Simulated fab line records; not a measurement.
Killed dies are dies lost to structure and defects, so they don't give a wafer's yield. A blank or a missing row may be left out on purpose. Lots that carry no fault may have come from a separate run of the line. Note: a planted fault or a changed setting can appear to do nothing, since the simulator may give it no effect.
fab line records | flow sky130
record lots=5 wafers=15 last-day=50
route steps=708 shown METAL3@556 PAD_OPEN@708
lots that met no fault: from a run of the same line without faults
start-h: start of the lot's first displayed wafer, in hours after the record's first day | wait-h: time in hours since the lot's previous step | " repeats the value in the row above | L1.1+2: a row that stands for several wafers | - no value, or no start was given | * or withheld: withheld | < > ~ a bound
route shown NAME@n: names a module that has steps shown in the file, with the first one's number in the route | usual: the fault-free wafers' mean and standard deviation | same: alike in all rows | chamber/n: place in a boat | sites: readings site by site | _std_site: standard deviation across them | _edge_site: mean of outer sites minus mean of inner sites | radius-mm: how far each site lies from the wafer's centre | mask NAME#n: copy n | behind: the most recent tool/chamber to have shaped the wafer | hold: why the lot was held/for how many hours/how that ended | device: whichever transistor did not switch (one of n, p or np) | end of line: the same wafers' tests at the end of the route | for a step that has no rows: nothing shown but its recipe | killed: not the wafer's yield, but the dies lost to structure and defects at the first sort | map: a wafer's dies, marking killed ones x, the rest . and places with no die _
set.NAME: setting as actually run; set.NAME@STEP: the setting as run at that earlier step | model.NAME: the simulator's own value behind a step, which no gauge read
a table for each step, a row for each wafer; lots at some steps of the route
services: the hour from which a tool's chamber was out of use, counted from the record's first day as start-h (under 0 if before that day), plus the number of hours and why
## steps
# step SKY_METAL3_HMDS_06
# recipe prime-time-s=60 prime-temp-c=120
# step SKY_METAL3_COAT_07
# recipe resist=BARC temp-c=withheld time-s=withheld spin-rpm=3000 resist-thk-nm=60
# step SKY_METAL3_COAT_08
# recipe resist=KrF-thick spin-rpm=3000 resist-thk-nm=1140
# step SKY_METAL3_SOFTBAKE_09
# recipe temp-c=100 time-s=90 resist=KrF-thick
# step SKY_METAL3_EXPOSE_10
# recipe mask-id=MM3 na=0.68 source-shape=annular sigma-inner=0.4 sigma-outer=0.8 target-cd-nm=300 dose-mj=28
# step SKY_METAL3_PEB_11
# recipe peb-temp-c=withheld peb-time-s=withheld resist=KrF-thick
# step SKY_METAL3_DEVELOP_12
# recipe develop-time-s=60 resist=KrF-thick dev-temp-c=21
# step SKY_METAL3_CD_MEAS_13
# recipe target-cd-nm=300
# usual cd-nm=299.9/1.1
# columns lot.wafer tool chamber start-h wait-h cd-nm
L527.2 cd-sem-02 - 899.18 - 299.8
L527.3 " - " " 299.4
L527.6 " - " " 299.8
L534.2 cd-sem-01 - 957.58 - 300.1
L534.3 " - " " 300.3
L534.5 " - " " 300.1
L535.1 cd-sem-01 - 961.27 - 300.2
L535.4 " - " " 298.6
L535.6 " - " " 299.3
L545.3 cd-sem-02 - 1024.77 - 298.0
L545.4 " - " " 299.5
L545.6 " - " " 298.8
L550.1 cd-sem-01 - 1065.71 - 300.1
L550.5 " - " " 298.3
L550.6 " - " " 301.3
# step SKY_METAL3_OVL_MEAS_14
# usual METAL3_OVL=-4/4.8
# columns lot.wafer tool chamber start-h wait-h METAL3_OVL[nm]
L527.2 overlay-02 - 899.28 0.1 0
L527.3 " - " " 5
L527.6 " - " " 0
L534.2 overlay-01 - 957.68 0.1 -11
L534.3 " - " " -14
L534.5 " - " " -4
L535.1 overlay-01 - 961.39 0.1 -3
L535.4 " - " " -8
L535.6 " - " " -5
L545.3 overlay-01 - 1024.87 0.1 -3
L545.4 " - " " 5
L545.6 " - " " 1
L550.1 overlay-02 - 1065.83 0.1 -9
L550.5 " - " " -6
L550.6 " - " " -10
# step SKY_METAL3_DESCUM_15
# recipe chemistry=O2 source-power-w=150 bias-power-w=0 pressure-mtorr=10 temp-c=40 time-s=8
# usual drypump-motor-current-A=5.5/0.35 oes-product-au=1.002/0.0077
# columns lot.wafer tool chamber start-h wait-h drypump-motor-current-A oes-product-au rf-hours-counter-h
L527.2 rie-metal-03 0 899.31 0.0 5.4 1.002 7
L527.3 " 1 " " 5.7 1.006 -
L527.6 " 1 " " 5.7 1.003 -
L534.2 rie-metal-03 0 957.71 0.0 5.4 0.989 9
L534.3 " 1 " " 5.7 0.986 -
L534.5 " 1 " " 5.7 0.991 -
L535.1 rie-metal-02 0 961.43 0.0 5.3 1.014 4
L535.4 " 0 " " 5.3 1.008 -
L535.6 " 1 " " 5.9 1.002 -
L545.3 rie-metal-01 1 1024.91 0.0 5.0 0.995 -
L545.4 " 1 " " 5.0 0.999 -
L545.6 " 1 " " 5.0 0.994 -
L550.1 rie-metal-01 0 1065.87 0.0 5.9 0.998 2
L550.5 " 0 " " 5.9 1.008 -
L550.6 " 1 " " 5.0 0.983 -
# step SKY_METAL3_ETCH_16
# recipe chemistry=N2/H2 target=BARC ion-energy-ev=200 bias-w=100 pressure-mtorr=30 n2-flow-sccm=100 h2-flow-sccm=200 icp-w=500 stop-on=SiO2 time-s=88.2 target-depth-a=600
# usual drypump-motor-current-A=5.5/0.35 h2-flow-sccm=200.2/0.58 oes-product-au=0.626/0.0045 rf-fwd-power-W=497.0/1.5 throttle-valve-pct=13.205/0.0088
# columns lot.wafer tool chamber start-h wait-h drypump-motor-current-A h2-flow-sccm oes-product-au rf-fwd-power-W rf-hours-counter-h throttle-valve-pct
L527.2 rie-metal-03 0 899.35 0.0 5.4 200.5 0.621 494.3 7 13.206
L527.3 " 1 " " 5.7 199.8 0.627 498.9 - 13.220
L527.6 " 1 " " 5.7 198.7 0.630 500.1 - 13.205
L534.2 rie-metal-03 0 957.75 0.0 5.4 199.4 0.630 496.1 9 13.185
L534.3 " 1 " " 5.7 200.2 0.631 497.4 - 13.196
L534.5 " 1 " " 5.7 200.3 0.628 494.9 - 13.215
L535.1 rie-metal-02 0 961.46 0.0 5.3 200.1 0.623 497.5 4 13.199
L535.4 " 0 " " 5.3 201.1 0.625 497.4 - 13.214
L535.6 " 1 " " 5.9 200.5 0.626 495.5 - 13.204
L545.3 rie-metal-01 1 1025.02 0.1 4.9 200.7 0.623 497.5 - 13.206
L545.4 " 1 " " 4.9 200.1 0.625 497.2 - 13.207
L545.6 " 1 " " 5.0 199.8 0.626 497.3 - 13.196
L550.1 rie-metal-01 0 1065.90 0.0 6.0 200.3 0.624 496.5 2 13.205
L550.5 " 0 " " 6.0 200.5 0.628 496.0 - 13.206
L550.6 " 1 " " 5.0 200.7 0.628 495.4 - 13.202
# step SKY_METAL3_ETCH_17
# recipe target=SiO2 stop-on=TiN chemistry=C4F8/O2/Ar source-w=1500 bias-w=1200 pressure-mtorr=40 c4f8-flow-sccm=withheld O2_flow_sccm=6 Ar_flow_sccm=300 time-s=3.9 target-depth-a=150
# usual oes-product-au=0.754/0.0074 rf-fwd-power-W=1467/7.1
# columns lot.wafer tool chamber start-h wait-h oes-product-au rf-fwd-power-W
L527.2 rie-diel-01 3 899.44 0.1 0.751 1465
L527.3 " 0 " " 0.749 1473
L527.6 " 2 " " 0.760 1481
L534.2 rie-diel-03 0 957.84 0.1 0.757 1462
L534.3 " 2 " " 0.752 1457
L534.5 " 2 " " 0.759 1461
L535.1 rie-diel-02 3 961.56 0.1 0.751 1470
L535.4 " 3 " " 0.761 1470
L535.6 " 2 " " 0.773 1477
L545.3 rie-diel-01 3 1025.15 0.1 0.750 1468
L545.4 " 2 " " 0.748 1482
L545.6 " 3 " " 0.744 1459
L550.1 rie-diel-02 1 1066.00 0.1 0.748 1462
L550.5 " 2 " " 0.772 1486
L550.6 " 1 " " 0.752 1464
# step SKY_METAL3_METAL_ETCH_18
# recipe target-depth-a=8450 stop-on=SiO2 over-etch-frac=0.3 time-s=183.1 chemistry=Cl2/BCl3 resist-sidewall-deg=88 pressure-mtorr=10 icp-w=900 bias-w=48.5 Cl2_flow_sccm=60 bcl3-flow-sccm=30
# usual drypump-motor-current-A=5.5/0.36 oes-product-au=0.865/0.0064 rf-fwd-power-W=897.2/2.6 throttle-valve-pct=22.264/0.0091
# columns lot.wafer tool chamber start-h wait-h drypump-motor-current-A oes-product-au rf-fwd-power-W rf-hours-counter-h throttle-valve-pct model.KrF-thick_of_METAL3_COAT_08.thk-nm model.METAL3.cd-nm model.SiO2_of_VIA2_HDPCVD_00.thk-nm
L527.2 rie-metal-01 0 899.46 0.0 6.0 0.870 897.5 19 22.270 515.1 300.5 467.5
L527.3 " 1 " " 5.0 0.873 893.2 - 22.277 523.5 302.3 465.9
L527.6 " 1 " " 5.0 0.862 893.8 - 22.260 518.3 300.2 465.4
L534.2 rie-metal-01 1 957.86 0.0 5.0 0.868 898.2 15 22.266 529.1 301.7 466.9
L534.3 " 0 " " 6.0 0.864 900.3 - 22.245 529.4 298.3 467.8
L534.5 " 1 " " 5.0 0.866 899.4 - 22.254 528.2 303.4 467
L535.1 rie-metal-03 0 961.58 0.0 5.4 0.865 898.3 10 22.279 537 294.1 468
L535.4 " 0 " " 5.4 0.873 897.8 - 22.264 535.1 294.6 466.8
L535.6 " 0 " " 5.4 0.864 901.7 - 22.259 531.6 296.2 466.4
L545.3 rie-metal-03 1 1025.23 0.1 5.7 0.873 1035.2 - 22.263 445.7 288.2 463.2
L545.4 " 0 " " 5.4 0.869 898.9 - 22.263 527.6 296.6 466.6
L545.6 " 1 " " 5.7 0.862 1040.3 - 22.271 444 290.4 461.9
L550.1 rie-metal-02 0 1066.01 0.0 5.3 0.859 899.2 10 22.261 518.6 293.8 465
L550.5 " 0 " " 5.3 0.865 896.9 - 22.252 514.8 289.9 464.9
L550.6 " 1 " " 5.9 0.875 897.2 - 22.270 513.5 305 463.8
# step SKY_METAL3_STRIP_19
# recipe chemistry=O2/N2 power-w=1400 pressure-mtorr=1500 platen-temp-c=withheld o2-flow-sccm=3000 n2-flow-sccm=300 overash-fraction=0.5
# usual drypump-motor-current-A=5.5/0.58 oes-product-au=0.502/0.0054 strip-time-to-endpoint-s=6.52/0.067
# same overash-fraction=0.5
# columns lot.wafer tool chamber start-h wait-h drypump-motor-current-A oes-product-au rf-hours-counter-h strip-time-to-endpoint-s
L527.2 plasma-asher-02 1 899.64 0.1 5.6 0.498 47 6.42
L527.3 " 1 " " 5.6 0.503 - 6.50
L527.6 " 0 " " 6.3 0.499 - 6.46
L534.2 plasma-asher-01 1 958.04 0.1 5.1 0.497 22 6.56
L534.3 " 0 " " 4.9 0.502 - 6.56
L534.5 " 1 " " 5.1 0.495 - 6.55
L535.1 plasma-asher-02 0 961.76 0.1 6.3 0.517 53 6.63
L535.4 " 0 " " 6.3 0.506 - 6.61
L535.6 " 0 " " 6.3 0.508 - 6.59
L545.3 plasma-asher-02 0 1025.38 0.1 6.3 0.475 - 5.71
L545.4 " 1 " " 5.6 0.499 - 6.54
L545.6 " 0 " " 6.3 0.464 - 5.70
L550.1 plasma-asher-02 0 1066.19 0.1 6.3 0.493 63 6.44
L550.5 " 0 " " 6.3 0.491 - 6.41
L550.6 " 1 " " 5.6 0.500 - 6.41
# step SKY_METAL3_STRIP_20
# recipe chemistry=post-etch-residue-remover time-s=1200 temp-c=72.5
# step SKY_PAD_OPEN_PROBE_99
# usual defect-limited-yield=83.0/2 killed_at_M0_to_M3=43/7.1 killed_at_M4_up=3.1/1.7 killed-at-contacts=23/5.1 killed-at-front-end=14/4.4 killed-at-other=0.3/0.47 killed-dies=84/9.9 killed-open=45/6.6 killed-short=38/6.8 sort_bin_3_pad_short=0.8/0.4 sort_bin_5_function=10.1/1.4 sort_bin_6_memory=6.1/1.2 sort-n-pass=408/9.9 sort-yield-pct=83.0/2
# same gross-dies=492 killed-at-back-side=0 sort_bin_4_leakage[%]=0 sort_bin_8_speed[%]=0
# columns lot.wafer tool chamber start-h wait-h defect-limited-yield[%] killed_at_M0_to_M3 killed_at_M4_up killed-at-contacts killed-at-front-end killed-at-other killed-dies killed-open killed-short sort_bin_3_pad_short[%] sort_bin_5_function[%] sort_bin_6_memory[%] sort-n-pass sort-yield-pct[%] model.etest.met3.width-nm model.etest.met3.line-ohm-um
L527.2 prober-02 - 1075.50 0.1 81.1 44 4 33 11 1 93 51 42 0.6 12.4 5.9 399 81.1 300.6 0.1412
L527.3 prober-02 - 1075.55 0.2 83.3 43 1 20 18 0 82 41 41 0.6 10.6 5.5 410 83.3 305.2 0.1407
L527.6 prober-02 - 1075.70 0.2 82.7 44 3 29 9 0 85 46 39 0.8 11.6 4.9 407 82.7 298.4 0.142
L534.2 prober-01 - 1122.33 0.1 82.1 41 7 26 14 0 88 47 41 0.6 10.4 6.9 404 82.1 299.2 0.1419
L534.3 prober-01 - 1122.38 0.2 78.7 54 3 32 16 0 105 53 52 1.0 12.4 7.9 387 78.7 301.1 0.1415
L534.5 prober-01 - 1122.48 0.2 83.7 45 2 19 12 2 80 44 36 0.2 10.0 6.1 412 83.7 306.3 0.1403
L535.1 prober-01 - 1126.54 0.1 83.9 45 1 16 17 0 79 41 38 0.8 8.7 6.5 413 83.9 295.1 0.1435
L535.4 prober-01 - 1126.69 0.2 81.5 44 4 23 19 1 91 51 40 1.0 11.0 6.5 401 81.5 296.5 0.1434
L535.6 prober-01 - 1126.79 0.2 83.5 39 2 27 13 0 81 37 44 1.0 10.0 5.5 411 83.5 294.9 0.1423
L545.3 prober-02 - 1175.95 0.2 83.9 31 3 26 19 0 79 45 34 0.4 8.9 6.7 413 83.9 288.4 0.1478
L545.4 prober-02 - 1176.00 0.2 83.9 47 5 18 9 0 79 42 37 1.2 10.6 4.3 413 83.9 294.3 0.1437
L545.6 prober-02 - 1176.10 0.2 81.5 51 5 20 14 1 91 43 48 0.8 12.8 4.9 401 81.5 290.3 0.1446
L550.1 prober-02 - 1202.99 0.1 85.8 35 1 23 11 0 70 36 34 0.2 9.3 4.7 422 85.8 294.5 0.1479
L550.5 prober-02 - 1203.19 0.2 83.1 46 4 20 13 0 83 46 37 1.4 10.2 5.3 409 83.1 290.5 0.1485
L550.6 prober-02 - 1203.24 0.2 84.1 34 1 28 15 0 78 45 33 0.6 9.3 5.9 414 84.1 304 0.1393
# killed by level:class
L527.2 CONTACT:geometric-particle:open=13 LI_CONTACT:geometric-particle:open=9 VIA1:geometric-particle:open=9 CONTACT:geometric-particle:short=6 VIA2:geometric-particle:open=6 METAL1:geometric-particle:short=5 VIA3:geometric-particle:open=5 VIA2:geometric-particle:short=4
L527.3 VIA1:geometric-particle:open=9 METAL1:geometric-particle:short=8 FIELD_ISO:geometric-particle:open=6 CONTACT:geometric-particle:open=6 POLY_GATE:geometric-particle:short=6 METAL2:geometric-particle:short=5 VIA3:geometric-particle:open=5 LI_CONTACT:geometric-particle:open=4
L527.6 CONTACT:geometric-particle:open=9 LI_CONTACT:geometric-particle:open=8 VIA1:geometric-particle:open=7 VIA2:geometric-particle:open=6 METAL1:geometric-particle:short=6 METAL2:geometric-particle:short=5 FIELD_ISO:geometric-particle:short=4 LI_CONTACT:geometric-particle:short=4
L534.2 VIA1:geometric-particle:open=9 LI_CONTACT:geometric-particle:open=7 VIA2:geometric-particle:open=7 CONTACT:geometric-particle:open=6 METAL4:geometric-particle:short=5 LI_CONTACT:geometric-particle:short=5 LOCAL_INTERCONNECT:geometric-particle:short=5 FIELD_ISO:geometric-particle:open=4
L534.3 CONTACT:geometric-particle:open=13 VIA1:geometric-particle:open=9 METAL1:geometric-particle:short=8 CONTACT:geometric-particle:short=7 VIA2:geometric-particle:short=6 VIA3:geometric-particle:open=6 POLY_GATE:geometric-particle:open=5 LI_CONTACT:geometric-particle:open=5
L534.5 VIA1:geometric-particle:open=10 CONTACT:geometric-particle:open=8 VIA3:geometric-particle:open=8 CONTACT:geometric-particle:short=6 VIA2:geometric-particle:open=6 VIA1:geometric-particle:short=5 METAL3:geometric-particle:short=3 METAL1:geometric-particle:open=3
L535.1 VIA1:geometric-particle:open=15 METAL2:geometric-particle:short=8 FIELD_ISO:geometric-particle:short=7 FIELD_ISO:geometric-particle:open=6 CONTACT:geometric-particle:open=6 METAL1:geometric-particle:short=5 VIA1:geometric-particle:short=5 LI_CONTACT:geometric-particle:open=4
L535.4 VIA2:geometric-particle:open=10 CONTACT:geometric-particle:open=9 VIA1:geometric-particle:open=8 VIA1:geometric-particle:short=6 POLY_GATE:geometric-particle:open=5 LI_CONTACT:geometric-particle:open=5 VIA3:geometric-particle:open=5 FIELD_ISO:geometric-particle:short=4
L535.6 VIA1:geometric-particle:open=11 CONTACT:geometric-particle:short=10 CONTACT:geometric-particle:open=9 METAL2:geometric-particle:short=7 FIELD_ISO:geometric-particle:short=4 METAL1:geometric-particle:short=4 VIA2:geometric-particle:open=4 POLY_GATE:geometric-particle:open=3
L545.3 CONTACT:geometric-particle:open=14 FIELD_ISO:geometric-particle:open=7 CONTACT:geometric-particle:short=6 VIA1:geometric-particle:open=5 VIA3:geometric-particle:open=5 SPACER:geometric-particle:short=4 LI_CONTACT:geometric-particle:open=4 METAL1:geometric-particle:short=4
L545.4 VIA1:geometric-particle:open=19 CONTACT:geometric-particle:open=8 VIA1:geometric-particle:short=6 VIA3:geometric-particle:open=6 CONTACT:geometric-particle:short=5 METAL2:geometric-particle:short=5 METAL4:geometric-particle:short=5 METAL1:geometric-particle:short=3
L545.6 VIA1:geometric-particle:open=14 CONTACT:geometric-particle:open=6 METAL2:geometric-particle:short=6 VIA3:geometric-particle:open=6 CONTACT:geometric-particle:short=5 VIA3:geometric-particle:short=5 VIA1:geometric-particle:short=5 FIELD_ISO:geometric-particle:short=4
L550.1 LI_CONTACT:geometric-particle:open=8 VIA2:geometric-particle:open=7 CONTACT:geometric-particle:open=6 LOCAL_INTERCONNECT:geometric-particle:short=5 METAL1:geometric-particle:short=5 VIA1:geometric-particle:open=5 VIA1:geometric-particle:short=4 POLY_GATE:geometric-particle:short=3
L550.5 VIA1:geometric-particle:open=15 CONTACT:geometric-particle:open=7 METAL2:geometric-particle:short=7 FIELD_ISO:geometric-particle:open=5 CONTACT:geometric-particle:short=5 METAL1:geometric-particle:short=4 LI_CONTACT:geometric-particle:open=4 LOCAL_INTERCONNECT:geometric-particle:short=4
L550.6 LI_CONTACT:geometric-particle:open=10 CONTACT:geometric-particle:open=8 VIA1:geometric-particle:open=7 METAL1:geometric-particle:short=7 VIA2:geometric-particle:open=7 LI_CONTACT:geometric-particle:short=5 FIELD_ISO:geometric-particle:open=4 VIA3:geometric-particle:open=4
## services
# columns tool chamber start-h hours kind
rie-diel-03 2 894.12 13.6 repair
rie-metal-02 1 897.76 6.1 repair
rie-diel-02 - 899.68 0.4 repair
rie-diel-03 1 904.94 7.0 repair
rie-diel-01 3 919.19 19.0 repair
rie-diel-02 - 926.08 1.0 repair
rie-diel-03 0 934.01 10.5 repair
plasma-asher-02 - 938.96 2.8 pm
rie-diel-02 - 943.86 4.4 repair
rie-metal-01 - 954.03 0.5 repair
rie-diel-02 1 955.46 9.7 repair
rie-diel-03 - 963.53 10.0 pm
rie-metal-03 1 971.88 3.1 repair
rie-metal-02 0 976.26 21.6 repair
rie-diel-02 0 985.41 3.5 repair
plasma-asher-02 - 986.51 2.1 repair
rie-diel-02 - 990.60 1.5 repair
rie-diel-02 - 1003.04 15.6 pm
rie-diel-03 3 1003.83 4.1 repair
plasma-asher-02 - 1008.71 3.3 repair
rie-metal-01 0 1032.29 6.4 repair
rie-metal-03 - 1047.51 0.3 repair
rie-diel-02 0 1052.24 3.3 repair
rie-metal-03 1 1053.22 110.0 repair
## key
first-sign step=SKY_METAL3_METAL_ETCH_18 reading=rf-fwd-power-W direction=up sigmas=55 usual=897.2 struck=1037.7
effect step=SKY_METAL3_STRIP_19 reading=strip-time-to-endpoint-s direction=down sigmas=12 usual=* struck=*
model-effect step=SKY_METAL3_METAL_ETCH_18 value=KrF-thick_of_METAL3_COAT_08.thk-nm without=519.7 struck=444.9
model-effect step=SKY_PAD_OPEN_PROBE_99 value=etest.met3.width-nm without=298.9 struck=289.3
met-at SKY_METAL3_METAL_ETCH_18
struck-wafers L545.3,L545.6
fault kind=process-parameter-drift tool=rie-metal-03 chamber=1 onset-h=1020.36 steps=SKY_METAL3_METAL_ETCH_18 channel=icp-w offset=144 shape=step end-h=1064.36 acts-in=these-recipes-only stated=900
